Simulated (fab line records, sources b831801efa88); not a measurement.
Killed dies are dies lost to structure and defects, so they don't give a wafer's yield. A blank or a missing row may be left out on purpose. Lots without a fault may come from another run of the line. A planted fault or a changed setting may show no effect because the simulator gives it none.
Which tool did it? | flow sky130 | 15 lots, 45 wafers sampled, at 5 steps of a route of 708

WHAT THE GAUGES READ, wafer by wafer
SKY_FIELD_ISO_BOW_MEAS_00. Usual: INCOMING_BOW -1 um, standard deviation 6.5.
lot  | measured    | on            | INCOMING_BOW (um) | flag
L669 | day 1 15:00 | film_metro-01 | -7 2 -1           |
L670 | day 1 20:00 | film_metro-04 | -4 -3 -4          |
L671 | day 2 01:01 | film_metro-01 | 7 1 -6            |
L673 | day 2 11:00 | film_metro-02 | -8 -3 3           |
L674 | day 2 16:01 | film_metro-04 | -4 6 0            |
L675 | day 2 21:00 | film_metro-02 | -1 10 6           |
L676 | day 3 02:04 | film_metro-01 | -11 -4 4          |
L677 | day 3 07:01 | film_metro-02 | 6 5 -3            |
L678 | day 3 12:00 | film_metro-01 | 8 -17 -12         |
L679 | day 3 17:00 | film_metro-04 | -2 -3 5           |
L687 | day 5 09:02 | film_metro-04 | 10 9 3            |
L688 | day 5 14:00 | film_metro-02 | -10 0 -3          |
L689 | day 5 19:00 | film_metro-02 | 0 -8 -12          |
L690 | day 6 00:00 | film_metro-02 | -7 14 -4          |
L691 | day 6 05:02 | film_metro-01 | 13 -11 -1         |

SKY_NWELL_THK_MEAS_02. Usual: NWELL_OXIDATION_THK 10.02 nm, standard deviation 0.21.
lot  | measured    | on            | NWELL_OXIDATION_THK (nm) | flag
L669 | day 2 21:41 | film_metro-04 | 9.93 9.82 9.97           |
L670 | day 3 01:57 | film_metro-04 | 10.13 10.18 10.05        |
L671 | day 3 03:21 | film_metro-01 | 10.00 9.87 10.08         |
L673 | day 3 16:34 | film_metro-01 | 10.10 10.12 10.05        |
L674 | day 3 21:52 | film_metro-03 | 9.63 9.53 9.77           |
L675 | day 4 01:38 | film_metro-03 | 10.17 10.00 9.86         |
L676 | day 4 06:07 | film_metro-04 | 9.86 10.23 9.95          |
L677 | day 4 11:02 | film_metro-03 | 10.32 10.13 10.31        |
L678 | day 4 13:55 | film_metro-04 | 10.36 10.24 10.32        |
L679 | day 4 20:35 | film_metro-03 | 9.72 9.90 9.95           |
L687 | day 6 19:31 | film_metro-01 | 9.94 10.04 9.93          |
L688 | day 6 20:58 | film_metro-04 | 10.22 9.92 10.03         |
L689 | day 7 08:07 | film_metro-03 | 10.32 10.28 10.31        |
L690 | day 7 17:32 | film_metro-01 | 10.05 10.11 10.05        |
L691 | day 7 22:47 | film_metro-04 | 9.93 9.92 9.84           |

SKY_SONOS_ONO_THK_MEAS_01. Usual: SONOS_ONO_OXIDATION_THK 2.58 nm, standard deviation 0.06.
lot  | measured     | on            | SONOS_ONO_OXIDATION_THK (nm) | flag
L669 | day 12 02:32 | film_metro-04 | 2.66 2.62 2.63               |
L670 | day 12 10:52 | film_metro-04 | 2.51 2.57 2.62               |
L671 | day 12 14:52 | film_metro-02 | 2.58 2.54 2.61               |
L673 | day 13 04:59 | film_metro-01 | 2.60 2.55 2.57               |
L674 | day 13 16:32 | film_metro-04 | 2.50 2.55 2.54               |
L675 | day 13 22:04 | film_metro-02 | 2.56 2.51 2.53               |
L676 | day 14 07:20 | film_metro-01 | 2.52 2.56 2.55               |
L677 | day 14 15:06 | film_metro-01 | 3.43 3.46 3.44               | OFF
L678 | day 14 17:37 | film_metro-02 | 3.37 3.53 3.48               | OFF
L679 | day 15 05:05 | film_metro-01 | 3.38 3.40 3.39               | OFF
L687 | day 17 22:23 | film_metro-04 | 2.56 2.56 2.61               |
L688 | day 18 04:59 | film_metro-04 | 2.64 2.67 2.69               |
L689 | day 18 21:50 | film_metro-04 | 2.58 2.67 2.64               |
L690 | day 19 12:29 | film_metro-02 | 2.73 2.68 2.65               |
L691 | day 19 22:19 | film_metro-04 | 2.65 2.63 2.66               |

SKY_LDD_HVN_OVL_MEAS_07. Usual: LDD_HVN_OVL 0.2 nm, standard deviation 1.3.
lot  | measured     | on         | LDD_HVN_OVL (nm) | flag
L669 | day 20 19:35 | overlay-01 | -1.0 1.0 -0.4    |
L670 | day 21 09:02 | overlay-02 | -1.3 -0.7 -1.0   |
L671 | day 21 13:26 | overlay-02 | -0.7 -0.6 -1.1   |
L673 | day 22 08:29 | overlay-02 | -1.3 -2.8 -2.3   |
L674 | day 22 22:48 | overlay-01 | 0.8 1.1 2.3      |
L675 | day 23 10:23 | overlay-02 | 2.5 0.6 0.6      |
L676 | day 23 14:30 | overlay-01 | 1.1 1.3 1.2      |
L677 | day 23 19:48 | overlay-02 | 2.0 0.3 2.1      |
L678 | day 24 01:05 | overlay-02 | 1.6 -0.3 0.4     |
L679 | day 24 11:08 | overlay-01 | -1.5 -0.3 -2.2   |
L687 | day 27 06:06 | overlay-02 | 1.9 -0.3 0.6     |
L688 | day 27 12:23 | overlay-02 | 1.1 0.3 2.4      |
L689 | day 28 03:35 | overlay-01 | -0.8 -0.3 -0.4   |
L690 | day 28 17:32 | overlay-01 | 2.0 1.1 -0.1     |
L691 | day 29 03:15 | overlay-02 | -2.0 -2.2 -1.2   |

WHICH TOOL RAN EACH LOT (tool, then ch and the chambers of the sampled wafers, then the start)
lot  | SKY_SONOS_ONO_OXIDATION_00
L669 | furnace-02 ch 0, day 12 01:11
L670 | furnace-02 ch 0, day 12 09:31
L671 | furnace-01 ch 0, day 12 13:31
L673 | furnace-01 ch 0, day 13 03:38
L674 | furnace-01 ch 0, day 13 15:11
L675 | furnace-01 ch 0, day 13 20:43
L676 | furnace-02 ch 0, day 14 05:57
L677 | furnace-02 ch 0, day 14 13:44
L678 | furnace-02 ch 0, day 14 16:16
L679 | furnace-02 ch 0, day 15 03:44
L687 | furnace-02 ch 0, day 17 21:01
L688 | furnace-02 ch 0, day 18 03:38
L689 | furnace-01 ch 0, day 18 20:30
L690 | furnace-01 ch 0, day 19 11:08
L691 | furnace-01 ch 0, day 19 20:57
- SKY_SONOS_ONO_OXIDATION_00: stabilise 600 s, purge 300 s, target thk 2.6 nm.

WHAT THE TOOLS THEMSELVES READ (means of the sampled wafers that have a number; where no wafer has one, the mark that the record gives instead)
The record holds no such reading with a usual standard deviation.

THE ANSWER, worked out from the rows above alone
Rule: a lot is off if the mean of its wafers that have a number lies more than 3 standard deviations from the usual mean. A lot without any number at a reading at which 4 lots or more have one is off too. The other lots that the step has rows for count as sound. The gauges are gone through in route order, then the tools' own readings, and for those a lot's mean is taken as printed above. The first step at which some lot is off is used, and at that step the reading that is off furthest; a lot without a number counts as furthest.
Off: L677, L678, L679, at SKY_SONOS_ONO_THK_MEAS_01 (SONOS_ONO_OXIDATION_THK).
A tool fits if, at a process step before that reading, it ran every lot that is off, and no sound lot after the first of them. The gauges at SKY_SONOS_ONO_THK_MEAS_01 are tried like those tools. None of those tried fits.

WHAT THE SIMULATOR HAD PUT IN
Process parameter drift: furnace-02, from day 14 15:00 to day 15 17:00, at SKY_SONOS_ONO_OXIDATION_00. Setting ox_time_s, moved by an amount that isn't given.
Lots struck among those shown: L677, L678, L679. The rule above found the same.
